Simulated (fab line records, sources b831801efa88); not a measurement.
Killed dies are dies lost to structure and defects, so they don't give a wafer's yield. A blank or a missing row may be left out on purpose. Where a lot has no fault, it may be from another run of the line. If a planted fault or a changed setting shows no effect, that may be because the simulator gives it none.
Which tool is to blame? || flow sky130 || 13 lots with 39 wafers sampled at 5 steps, on a route of 708 steps

== WHAT THE GAUGES READ, wafer by wafer ==
SKY_VT_ADJUST_HVTR_CD_MEAS_07: target cd 380 nm. Usual: cd_nm at 378.9 nm, with a standard deviation of 2.3.
{"lot": "L762", "measured": "day 9 17:45", "on": "cd_sem-02", "cd_nm (nm)": "380.5 375.2 377.9", "flag": ""}
{"lot": "L765", "measured": "day 10 16:52", "on": "cd_sem-02", "cd_nm (nm)": "379.8 379.1 378.9", "flag": ""}
{"lot": "L766", "measured": "day 10 23:56", "on": "cd_sem-02", "cd_nm (nm)": "375.1 376.1 376.4", "flag": ""}
{"lot": "L767", "measured": "day 11 04:01", "on": "cd_sem-01", "cd_nm (nm)": "381.0 381.0 380.9", "flag": ""}
{"lot": "L768", "measured": "day 11 19:58", "on": "cd_sem-02", "cd_nm (nm)": "377.9 380.1 377.8", "flag": ""}
{"lot": "L769", "measured": "day 11 22:15", "on": "cd_sem-02", "cd_nm (nm)": "375.6 377.5 378.4", "flag": ""}
{"lot": "L772", "measured": "day 12 17:16", "on": "cd_sem-02", "cd_nm (nm)": "376.8 380.1 379.1", "flag": ""}
{"lot": "L773", "measured": "day 13 00:36", "on": "cd_sem-02", "cd_nm (nm)": "381.1 381.3 383.3", "flag": ""}
{"lot": "L776", "measured": "day 14 01:02", "on": "cd_sem-02", "cd_nm (nm)": "376.6 377.0 377.3", "flag": ""}
{"lot": "L777", "measured": "day 14 13:05", "on": "cd_sem-02", "cd_nm (nm)": "381.1 381.0 383.0", "flag": ""}
{"lot": "L779", "measured": "day 14 18:32", "on": "cd_sem-01", "cd_nm (nm)": "382.6 378.1 380.5", "flag": ""}
{"lot": "L783", "measured": "day 16 10:42", "on": "cd_sem-02", "cd_nm (nm)": "377.5 378.2 377.0", "flag": ""}
{"lot": "L784", "measured": "day 16 14:53", "on": "cd_sem-01", "cd_nm (nm)": "377.0 379.7 378.5", "flag": ""}

SKY_VT_ADJUST_HVTR_OVL_MEAS_08. Usual: VT_ADJUST_HVTR_OVL 0.0 nm, standard deviation 1.4.
{"lot": "L762", "measured": "day 9 17:52", "on": "overlay-01", "VT_ADJUST_HVTR_OVL (nm)": "1.9 3.7 1.7", "flag": ""}
{"lot": "L765", "measured": "day 10 16:58", "on": "overlay-02", "VT_ADJUST_HVTR_OVL (nm)": "2.1 1.3 1.2", "flag": ""}
{"lot": "L766", "measured": "day 11 00:03", "on": "overlay-01", "VT_ADJUST_HVTR_OVL (nm)": "1.6 -0.4 0.9", "flag": ""}
{"lot": "L767", "measured": "day 11 04:07", "on": "overlay-01", "VT_ADJUST_HVTR_OVL (nm)": "-0.1 1.3 1.1", "flag": ""}
{"lot": "L768", "measured": "day 11 20:04", "on": "overlay-01", "VT_ADJUST_HVTR_OVL (nm)": "0.0 1.0 0.4", "flag": ""}
{"lot": "L769", "measured": "day 11 22:22", "on": "overlay-02", "VT_ADJUST_HVTR_OVL (nm)": "-0.2 -2.1 1.3", "flag": ""}
{"lot": "L772", "measured": "day 12 17:22", "on": "overlay-02", "VT_ADJUST_HVTR_OVL (nm)": "-1.8 0.7 -0.7", "flag": ""}
{"lot": "L773", "measured": "day 13 00:41", "on": "overlay-01", "VT_ADJUST_HVTR_OVL (nm)": "-0.8 0.2 -1.5", "flag": ""}
{"lot": "L776", "measured": "day 14 01:09", "on": "overlay-02", "VT_ADJUST_HVTR_OVL (nm)": "-1.0 -1.9 -2.1", "flag": ""}
{"lot": "L777", "measured": "day 14 13:12", "on": "overlay-01", "VT_ADJUST_HVTR_OVL (nm)": "-1.0 -0.6 1.0", "flag": ""}
{"lot": "L779", "measured": "day 14 18:37", "on": "overlay-01", "VT_ADJUST_HVTR_OVL (nm)": "-2.2 -1.6 -1.5", "flag": ""}
{"lot": "L783", "measured": "day 16 10:49", "on": "overlay-01", "VT_ADJUST_HVTR_OVL (nm)": "2.6 1.7 1.2", "flag": ""}
{"lot": "L784", "measured": "day 16 15:01", "on": "overlay-02", "VT_ADJUST_HVTR_OVL (nm)": "1.5 1.8 0.4", "flag": ""}

SKY_SONOS_TUNNEL_TW_MEAS_12. Usual: SONOS_TUNNEL_TW 198.1, standard deviation 0.93.
{"lot": "L762", "measured": "day 11 14:37", "on": "film_metro-04", "SONOS_TUNNEL_TW": "199.3 199.7 199.2", "flag": ""}
{"lot": "L765", "measured": "day 12 16:55", "on": "film_metro-04", "SONOS_TUNNEL_TW": "198.6 197.1 198.0", "flag": ""}
{"lot": "L766", "measured": "day 13 00:50", "on": "film_metro-04", "SONOS_TUNNEL_TW": "200.0 199.6 198.0", "flag": ""}
{"lot": "L767", "measured": "day 13 06:04", "on": "film_metro-01", "SONOS_TUNNEL_TW": "198.4 197.7 196.6", "flag": ""}
{"lot": "L768", "measured": "day 13 22:13", "on": "film_metro-01", "SONOS_TUNNEL_TW": "197.6 198.2 198.5", "flag": ""}
{"lot": "L769", "measured": "day 14 01:54", "on": "film_metro-04", "SONOS_TUNNEL_TW": "197.6 198.3 198.5", "flag": ""}
{"lot": "L772", "measured": "day 14 22:26", "on": "film_metro-04", "SONOS_TUNNEL_TW": "199.8 198.7 199.4", "flag": ""}
{"lot": "L773", "measured": "day 15 05:35", "on": "film_metro-04", "SONOS_TUNNEL_TW": "199.1 198.3 197.5", "flag": ""}
{"lot": "L776", "measured": "day 16 07:15", "on": "film_metro-04", "SONOS_TUNNEL_TW": "199.3 198.7 199.2", "flag": ""}
{"lot": "L777", "measured": "day 16 20:51", "on": "film_metro-03", "SONOS_TUNNEL_TW": "197.6 198.1 197.4", "flag": ""}
{"lot": "L779", "measured": "day 17 03:02", "on": "film_metro-01", "SONOS_TUNNEL_TW": "198.3 197.9 197.8", "flag": ""}
{"lot": "L783", "measured": "day 18 21:51", "on": "film_metro-01", "SONOS_TUNNEL_TW": "198.0 197.5 197.8", "flag": ""}
{"lot": "L784", "measured": "day 19 02:08", "on": "film_metro-04", "SONOS_TUNNEL_TW": "197.2 197.1 197.7", "flag": ""}

SKY_GATE_OXIDE_THK_MEAS_02. Usual: GATE_OXIDE_OXIDATION_00_THK 10.25 nm, standard deviation 0.18.
{"lot": "L762", "measured": "day 13 01:26", "on": "film_metro-04", "GATE_OXIDE_OXIDATION_00_THK (nm)": "10.47 10.45 10.52", "flag": ""}
{"lot": "L765", "measured": "day 14 02:06", "on": "film_metro-01", "GATE_OXIDE_OXIDATION_00_THK (nm)": "10.19 10.11 10.17", "flag": ""}
{"lot": "L766", "measured": "day 14 10:58", "on": "film_metro-04", "GATE_OXIDE_OXIDATION_00_THK (nm)": "10.28 10.34 10.23", "flag": ""}
{"lot": "L767", "measured": "day 14 16:16", "on": "film_metro-01", "GATE_OXIDE_OXIDATION_00_THK (nm)": "10.19 10.24 10.38", "flag": ""}
{"lot": "L768", "measured": "day 15 08:47", "on": "film_metro-02", "GATE_OXIDE_OXIDATION_00_THK (nm)": "10.31 10.34 10.33", "flag": ""}
{"lot": "L769", "measured": "day 15 11:47", "on": "film_metro-02", "GATE_OXIDE_OXIDATION_00_THK (nm)": "10.16 10.22 10.44", "flag": ""}
{"lot": "L772", "measured": "day 16 09:28", "on": "film_metro-02", "GATE_OXIDE_OXIDATION_00_THK (nm)": "10.28 10.20 10.17", "flag": ""}
{"lot": "L773", "measured": "day 16 18:43", "on": "film_metro-04", "GATE_OXIDE_OXIDATION_00_THK (nm)": "10.30 10.17 10.18", "flag": ""}
{"lot": "L776", "measured": "day 17 20:31", "on": "film_metro-02", "GATE_OXIDE_OXIDATION_00_THK (nm)": "9.33 9.38 9.32 9.28 9.32 9.28", "flag": "OFF"}
{"lot": "L777", "measured": "day 18 12:55", "on": "film_metro-01", "GATE_OXIDE_OXIDATION_00_THK (nm)": "10.53 10.48 10.29", "flag": ""}
{"lot": "L779", "measured": "day 18 18:20", "on": "film_metro-04", "GATE_OXIDE_OXIDATION_00_THK (nm)": "9.47 9.64 9.49 9.48 9.64 9.48", "flag": "OFF"}
{"lot": "L783", "measured": "day 20 15:38", "on": "film_metro-02", "GATE_OXIDE_OXIDATION_00_THK (nm)": "10.19 10.22 10.08", "flag": ""}
{"lot": "L784", "measured": "day 20 17:34", "on": "film_metro-01", "GATE_OXIDE_OXIDATION_00_THK (nm)": "10.36 10.15 10.46", "flag": ""}

== EACH LOT AND THE TOOL THAT RAN IT (in order: tool; ch and the chambers of the sampled wafers; start) ==
{"lot": "L762", "SKY_GATE_OXIDE_OXIDATION_01": "furnace-01 ch 0, day 13 00:02"}
{"lot": "L765", "SKY_GATE_OXIDE_OXIDATION_01": "furnace-01 ch 0, day 14 00:40"}
{"lot": "L766", "SKY_GATE_OXIDE_OXIDATION_01": "furnace-02 ch 0, day 14 09:33"}
{"lot": "L767", "SKY_GATE_OXIDE_OXIDATION_01": "furnace-01 ch 0, day 14 14:50"}
{"lot": "L768", "SKY_GATE_OXIDE_OXIDATION_01": "furnace-01 ch 0, day 15 07:22"}
{"lot": "L769", "SKY_GATE_OXIDE_OXIDATION_01": "furnace-01 ch 0, day 15 10:22"}
{"lot": "L772", "SKY_GATE_OXIDE_OXIDATION_01": "furnace-02 ch 0, day 16 08:02"}
{"lot": "L773", "SKY_GATE_OXIDE_OXIDATION_01": "furnace-01 ch 0, day 16 17:17"}
{"lot": "L776", "SKY_GATE_OXIDE_OXIDATION_01": "furnace-01 ch 0, day 17 19:06"}
{"lot": "L777", "SKY_GATE_OXIDE_OXIDATION_01": "furnace-02 ch 0, day 18 11:31"}
{"lot": "L779", "SKY_GATE_OXIDE_OXIDATION_01": "furnace-01 ch 0, day 18 16:54"}
{"lot": "L783", "SKY_GATE_OXIDE_OXIDATION_01": "furnace-02 ch 0, day 20 14:13"}
{"lot": "L784", "SKY_GATE_OXIDE_OXIDATION_01": "furnace-02 ch 0, day 20 16:09"}
- SKY_GATE_OXIDE_OXIDATION_01: stabilise 600 s, purge 300 s, target thk 10.268 nm.

== AS READ BY THE TOOLS THEMSELVES (means over the sampled wafers that have a number; for cases with no such wafer, the mark the record gives instead) ==
SKY_GATE_OXIDE_OXIDATION_01. Usual: spike_tc_top_C 908.8 C, standard deviation 0.98; tube_center_temp_C 900.01 C, standard deviation 0.084; zone_power_centre_pct 20.1 %, standard deviation 2.6; zone_power_upper_pct 18.4 %, standard deviation 2.
{"lot": "L762", "tool": "furnace-01", "spike_tc_top_C (C)": 908.8, "tube_center_temp_C (C)": 899.96, "zone_power_centre_pct (%)": 17.7, "zone_power_upper_pct (%)": 16.4, "flag": ""}
{"lot": "L765", "tool": "furnace-01", "spike_tc_top_C (C)": 908.8, "tube_center_temp_C (C)": 899.95, "zone_power_centre_pct (%)": 17.6, "zone_power_upper_pct (%)": 16.5, "flag": ""}
{"lot": "L766", "tool": "furnace-02", "spike_tc_top_C (C)": 909.4, "tube_center_temp_C (C)": 900.11, "zone_power_centre_pct (%)": 22.7, "zone_power_upper_pct (%)": 20.4, "flag": ""}
{"lot": "L767", "tool": "furnace-01", "spike_tc_top_C (C)": 909.1, "tube_center_temp_C (C)": 899.96, "zone_power_centre_pct (%)": 17.7, "zone_power_upper_pct (%)": 16.5, "flag": ""}
{"lot": "L768", "tool": "furnace-01", "spike_tc_top_C (C)": 908.6, "tube_center_temp_C (C)": 899.99, "zone_power_centre_pct (%)": 17.6, "zone_power_upper_pct (%)": 16.4, "flag": ""}
{"lot": "L769", "tool": "furnace-01", "spike_tc_top_C (C)": 909.5, "tube_center_temp_C (C)": 899.98, "zone_power_centre_pct (%)": 17.5, "zone_power_upper_pct (%)": 16.4, "flag": ""}
{"lot": "L772", "tool": "furnace-02", "spike_tc_top_C (C)": 910.0, "tube_center_temp_C (C)": 899.94, "zone_power_centre_pct (%)": 22.9, "zone_power_upper_pct (%)": 20.3, "flag": ""}
{"lot": "L773", "tool": "furnace-01", "spike_tc_top_C (C)": 909.1, "tube_center_temp_C (C)": 899.97, "zone_power_centre_pct (%)": 17.6, "zone_power_upper_pct (%)": 16.6, "flag": ""}
{"lot": "L776", "tool": "furnace-01", "spike_tc_top_C (C)": 908.8, "tube_center_temp_C (C)": 900.06, "zone_power_centre_pct (%)": 17.6, "zone_power_upper_pct (%)": 16.5, "flag": ""}
{"lot": "L777", "tool": "furnace-02", "spike_tc_top_C (C)": 909.1, "tube_center_temp_C (C)": 900.01, "zone_power_centre_pct (%)": 22.9, "zone_power_upper_pct (%)": 20.4, "flag": ""}
{"lot": "L779", "tool": "furnace-01", "spike_tc_top_C (C)": 908.3, "tube_center_temp_C (C)": 900.02, "zone_power_centre_pct (%)": 17.5, "zone_power_upper_pct (%)": 16.4, "flag": ""}
{"lot": "L783", "tool": "furnace-02", "spike_tc_top_C (C)": 909.6, "tube_center_temp_C (C)": 899.91, "zone_power_centre_pct (%)": 22.8, "zone_power_upper_pct (%)": 20.4, "flag": ""}
{"lot": "L784", "tool": "furnace-02", "spike_tc_top_C (C)": 908.6, "tube_center_temp_C (C)": 900.03, "zone_power_centre_pct (%)": 22.7, "zone_power_upper_pct (%)": 20.4, "flag": ""}

== THE ANSWER, worked out from the rows above alone ==
Rule: lot off if the mean of its wafers having a number is beyond 3 standard deviations from the usual mean. Also off: a lot with no number at a reading for which 4 or more lots have one. Where the step has rows for the other lots, those lots are counted as sound. Order of review: gauges by route order, followed by the tools' own readings, for which a lot's mean as printed above is used. At the first step where some lot is off, the reading lying furthest off is the one used; lots without a number count as furthest.
Off: at SKY_GATE_OXIDE_THK_MEAS_02 (GATE_OXIDE_OXIDATION_00_THK), L776, L779.
If a tool, at a process step before that reading, ran all the lots that are off and no sound lot after the first of them, it fits. Gauges at SKY_GATE_OXIDE_THK_MEAS_02: tried the same way as those tools. One fits: furnace-01 at SKY_GATE_OXIDE_OXIDATION_01. Its last sound lot is L773 (day 16 17:17), its first lot that is off L776 (day 17 19:06): a fault that began between those two fits.

== WHAT HAD BEEN PUT IN BY THE SIMULATOR ==
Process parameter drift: furnace-01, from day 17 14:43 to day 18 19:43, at SKY_GATE_OXIDE_OXIDATION_01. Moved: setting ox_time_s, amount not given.
Struck lots among those shown: L776, L779. The rule above found the same.
